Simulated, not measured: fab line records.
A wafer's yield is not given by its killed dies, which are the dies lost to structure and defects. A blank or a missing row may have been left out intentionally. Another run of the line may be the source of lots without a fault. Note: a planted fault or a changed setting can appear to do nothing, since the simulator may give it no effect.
Split-lot trial / flow sfq_line / on a route of 325 steps: 5 lots, 27 wafers read

ON THE SPLIT
At SFQ_TRILAYER_INCOMING_OXIDATION_002 (target thk 500 nm, ox time 4939 s), the setting ox_time_s was moved away from the recipe's 4939 s on 12 of the 27 wafers read, by -52.7% to -51.2%. The other wafers ran this setting at the recipe's value.

The split's own step is where the reading is taken.

THE READING
SiO2_of_TRILAYER_INCOMING_OXIDATION_002.thk_nm (the simulator's own value, which no gauge read), in nm, at SFQ_TRILAYER_INCOMING_OXIDATION_002 (target thk 500 nm, ox time 4939 s). No usual value for it is given in the file. The 15 wafers here that ran the recipe average 507.4 nm, standard deviation 6.1 nm.

wafer=L076.1; tool, chamber at the split=-, -; ox_time_s as run, s=2337; against the recipe=-52.7%; SiO2_of_TRILAYER_INCOMING_OXIDATION_002.thk_nm, nm=294.9; against lot-mates on the recipe=no lot-mate on the recipe
wafer=L076.6; tool, chamber at the split=-, -; ox_time_s as run, s=2337; against the recipe=-52.7%; SiO2_of_TRILAYER_INCOMING_OXIDATION_002.thk_nm, nm=294.9; against lot-mates on the recipe=no lot-mate on the recipe
wafer=L076.2; tool, chamber at the split=-, -; ox_time_s as run, s=2337; against the recipe=-52.7%; SiO2_of_TRILAYER_INCOMING_OXIDATION_002.thk_nm, nm=303.4; against lot-mates on the recipe=no lot-mate on the recipe
wafer=L076.3; tool, chamber at the split=-, -; ox_time_s as run, s=2337; against the recipe=-52.7%; SiO2_of_TRILAYER_INCOMING_OXIDATION_002.thk_nm, nm=299.6; against lot-mates on the recipe=no lot-mate on the recipe
wafer=L076.4; tool, chamber at the split=-, -; ox_time_s as run, s=2337; against the recipe=-52.7%; SiO2_of_TRILAYER_INCOMING_OXIDATION_002.thk_nm, nm=302.2; against lot-mates on the recipe=no lot-mate on the recipe
wafer=L076.5; tool, chamber at the split=-, -; ox_time_s as run, s=2337; against the recipe=-52.7%; SiO2_of_TRILAYER_INCOMING_OXIDATION_002.thk_nm, nm=298.7; against lot-mates on the recipe=no lot-mate on the recipe
wafer=L077.1; tool, chamber at the split=-, -; ox_time_s as run, s=4939; against the recipe=recipe; SiO2_of_TRILAYER_INCOMING_OXIDATION_002.thk_nm, nm=506.4; against lot-mates on the recipe=-
wafer=L077.2; tool, chamber at the split=-, -; ox_time_s as run, s=4939; against the recipe=recipe; SiO2_of_TRILAYER_INCOMING_OXIDATION_002.thk_nm, nm=508.4; against lot-mates on the recipe=-
wafer=L077.3; tool, chamber at the split=-, -; ox_time_s as run, s=4939; against the recipe=recipe; SiO2_of_TRILAYER_INCOMING_OXIDATION_002.thk_nm, nm=508; against lot-mates on the recipe=-
wafer=L077.4; tool, chamber at the split=-, -; ox_time_s as run, s=4939; against the recipe=recipe; SiO2_of_TRILAYER_INCOMING_OXIDATION_002.thk_nm, nm=520.6; against lot-mates on the recipe=-
wafer=L077.5; tool, chamber at the split=-, -; ox_time_s as run, s=4939; against the recipe=recipe; SiO2_of_TRILAYER_INCOMING_OXIDATION_002.thk_nm, nm=517.2; against lot-mates on the recipe=-
wafer=L077.6; tool, chamber at the split=-, -; ox_time_s as run, s=4939; against the recipe=recipe; SiO2_of_TRILAYER_INCOMING_OXIDATION_002.thk_nm, nm=516.8; against lot-mates on the recipe=-
wafer=L079.1; tool, chamber at the split=-, -; ox_time_s as run, s=2410; against the recipe=-51.2%; SiO2_of_TRILAYER_INCOMING_OXIDATION_002.thk_nm, nm=315.8; against lot-mates on the recipe=no lot-mate on the recipe
wafer=L079.2; tool, chamber at the split=-, -; ox_time_s as run, s=2410; against the recipe=-51.2%; SiO2_of_TRILAYER_INCOMING_OXIDATION_002.thk_nm, nm=317; against lot-mates on the recipe=no lot-mate on the recipe
wafer=L079.3; tool, chamber at the split=-, -; ox_time_s as run, s=2410; against the recipe=-51.2%; SiO2_of_TRILAYER_INCOMING_OXIDATION_002.thk_nm, nm=305.1; against lot-mates on the recipe=no lot-mate on the recipe
wafer=L079.4; tool, chamber at the split=-, -; ox_time_s as run, s=2410; against the recipe=-51.2%; SiO2_of_TRILAYER_INCOMING_OXIDATION_002.thk_nm, nm=309.5; against lot-mates on the recipe=no lot-mate on the recipe
wafer=L079.5; tool, chamber at the split=-, -; ox_time_s as run, s=2410; against the recipe=-51.2%; SiO2_of_TRILAYER_INCOMING_OXIDATION_002.thk_nm, nm=313.4; against lot-mates on the recipe=no lot-mate on the recipe
wafer=L079.6; tool, chamber at the split=-, -; ox_time_s as run, s=2410; against the recipe=-51.2%; SiO2_of_TRILAYER_INCOMING_OXIDATION_002.thk_nm, nm=305.4; against lot-mates on the recipe=no lot-mate on the recipe
wafer=L081.1; tool, chamber at the split=-, -; ox_time_s as run, s=4939; against the recipe=recipe; SiO2_of_TRILAYER_INCOMING_OXIDATION_002.thk_nm, nm=504.1; against lot-mates on the recipe=-
wafer=L081.2; tool, chamber at the split=-, -; ox_time_s as run, s=4939; against the recipe=recipe; SiO2_of_TRILAYER_INCOMING_OXIDATION_002.thk_nm, nm=503.7; against lot-mates on the recipe=-
wafer=L081.3; tool, chamber at the split=-, -; ox_time_s as run, s=4939; against the recipe=recipe; SiO2_of_TRILAYER_INCOMING_OXIDATION_002.thk_nm, nm=506.8; against lot-mates on the recipe=-
wafer=L081.4; tool, chamber at the split=-, -; ox_time_s as run, s=4939; against the recipe=recipe; SiO2_of_TRILAYER_INCOMING_OXIDATION_002.thk_nm, nm=503.9; against lot-mates on the recipe=-
wafer=L081.5; tool, chamber at the split=-, -; ox_time_s as run, s=4939; against the recipe=recipe; SiO2_of_TRILAYER_INCOMING_OXIDATION_002.thk_nm, nm=505; against lot-mates on the recipe=-
wafer=L081.6; tool, chamber at the split=-, -; ox_time_s as run, s=4939; against the recipe=recipe; SiO2_of_TRILAYER_INCOMING_OXIDATION_002.thk_nm, nm=507.4; against lot-mates on the recipe=-
wafer=L084.1; tool, chamber at the split=furnace-01, 0; ox_time_s as run, s=4939; against the recipe=recipe; SiO2_of_TRILAYER_INCOMING_OXIDATION_002.thk_nm, nm=499.6; against lot-mates on the recipe=-
wafer=L084.4; tool, chamber at the split=furnace-01, 0; ox_time_s as run, s=4939; against the recipe=recipe; SiO2_of_TRILAYER_INCOMING_OXIDATION_002.thk_nm, nm=504.7; against lot-mates on the recipe=-
wafer=L084.5; tool, chamber at the split=furnace-01, 0; ox_time_s as run, s=4939; against the recipe=recipe; SiO2_of_TRILAYER_INCOMING_OXIDATION_002.thk_nm, nm=498.4; against lot-mates on the recipe=-

FIT RESULTS
A straight line over all 27 wafers: SiO2_of_TRILAYER_INCOMING_OXIDATION_002.thk_nm changes by +3.9 nm for each +1% of ox_time_s; r = +1.00; the points scatter about the line by 5.9 nm.
Too few moved wafers with a lot-mate on the recipe to fit a line net of each lot's own level.

FILE'S OWN FIT
SiO2_of_TRILAYER_INCOMING_OXIDATION_002.thk_nm changes by +3.9 nm for each +1% of ox_time_s, r = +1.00.
